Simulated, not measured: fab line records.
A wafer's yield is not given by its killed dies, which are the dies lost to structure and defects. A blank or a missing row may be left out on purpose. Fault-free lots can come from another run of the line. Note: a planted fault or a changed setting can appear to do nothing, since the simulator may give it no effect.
Shared-tool check | flow sky130 | Sampled: 12 lots, 36 wafers

WHY IT WAS OPENED
Of 12 lots, 3 have the reading VT_ADJUST_PCH_TW flagged at SKY_VT_ADJUST_PCH_TW_MEAS_10. Fault-free wafers read 142.7, with a standard deviation of 0.86.
Rule: a lot is flagged when every wafer of it that has a number lies more than 4 standard deviations from that mean, or none has a number. The other lots count as sound.

lot  | measured     | on            | VT_ADJUST_PCH_TW, wafer by wafer | flag
L427 | day 10 17:15 | film-metro-03 | 142.9 142.4 142.7                |
L428 | day 10 21:26 | film-metro-03 | 143.2 143.7 143.4                |
L429 | day 11 06:59 | film-metro-03 | 143.4 143.7 143.2                |
L430 | day 11 20:17 | film-metro-02 | 142.2 142.1 141.0                |
L432 | day 12 09:44 | film-metro-01 | 142.3 142.1 141.2                |
L437 | day 13 18:29 | film-metro-03 | 172.9 173.5 173.1                | FLAGGED
L438 | day 14 04:56 | film-metro-02 | 142.7 141.9 142.4                |
L440 | day 14 15:23 | film-metro-01 | 144.9 143.4 143.3                |
L441 | day 15 00:12 | film-metro-01 | 142.9 143.2 142.5                |
L446 | day 16 15:56 | film-metro-01 | 172.2 172.1 172.4                | FLAGGED
L447 | day 17 04:48 | film-metro-01 | 171.7 171.7 172.0                | FLAGGED
L448 | day 17 07:35 | film-metro-01 | 143.5 143.0 143.3                |
The mean of the flagged lots' numbers is 172.4, +29.7 from the usual (+35 standard deviations).

WHICH TOOL EACH LOT WENT THROUGH
The record keeps 1 process step preceding the reading, out of 708 steps on the route. Every cell lists first the tool, next ch and the chambers used by the sampled wafers, and last the start.
lot  | flag    | SKY_VT_ADJUST_PCH_IMPLANT_08
L427 |         | implanter-04 ch 0, day 10 17:01
L428 |         | implanter-04 ch 0, day 10 21:11
L429 |         | implanter-02 ch 0, day 11 06:44
L430 |         | implanter-02 ch 0, day 11 20:02
L432 |         | implanter-02 ch 0, day 12 09:29
L437 | FLAGGED | implanter-01 ch 0, day 13 17:55
L438 |         | implanter-02 ch 0, day 14 04:43
L440 |         | implanter-04 ch 0, day 14 15:10
L441 |         | implanter-02 ch 0, day 14 23:58
L446 | FLAGGED | implanter-02 ch 0, day 16 15:23
L447 | FLAGGED | implanter-01 ch 0, day 17 04:05
L448 |         | implanter-01 ch 0, day 17 07:20
These steps, and what they do:
- SKY_VT_ADJUST_PCH_IMPLANT_08
- SKY_VT_ADJUST_PCH_TW_MEAS_10

FLAGGED AGAINST TOTAL, ONE TOOL AT A TIME (gauges that did the reading follow at the end)
step                         | tool          | lots run | flagged | share of the flagged lots | sound lots run after its first flagged lot
SKY_VT_ADJUST_PCH_IMPLANT_08 | implanter-01  | 3        | 2       | some                      | 1 (L448)
SKY_VT_ADJUST_PCH_IMPLANT_08 | implanter-02  | 6        | 1       | some                      | 0
SKY_VT_ADJUST_PCH_IMPLANT_08 | implanter-04  | 3        | 0       | none                      | -
SKY_VT_ADJUST_PCH_TW_MEAS_10 | film-metro-01 | 6        | 2       | some                      | 1 (L448)
SKY_VT_ADJUST_PCH_TW_MEAS_10 | film-metro-02 | 2        | 0       | none                      | -
SKY_VT_ADJUST_PCH_TW_MEAS_10 | film-metro-03 | 4        | 1       | some                      | 0

WHAT THE TABLE PERMITS
No row of the table ran every flagged lot.

WHAT THE SIMULATOR PUT IN
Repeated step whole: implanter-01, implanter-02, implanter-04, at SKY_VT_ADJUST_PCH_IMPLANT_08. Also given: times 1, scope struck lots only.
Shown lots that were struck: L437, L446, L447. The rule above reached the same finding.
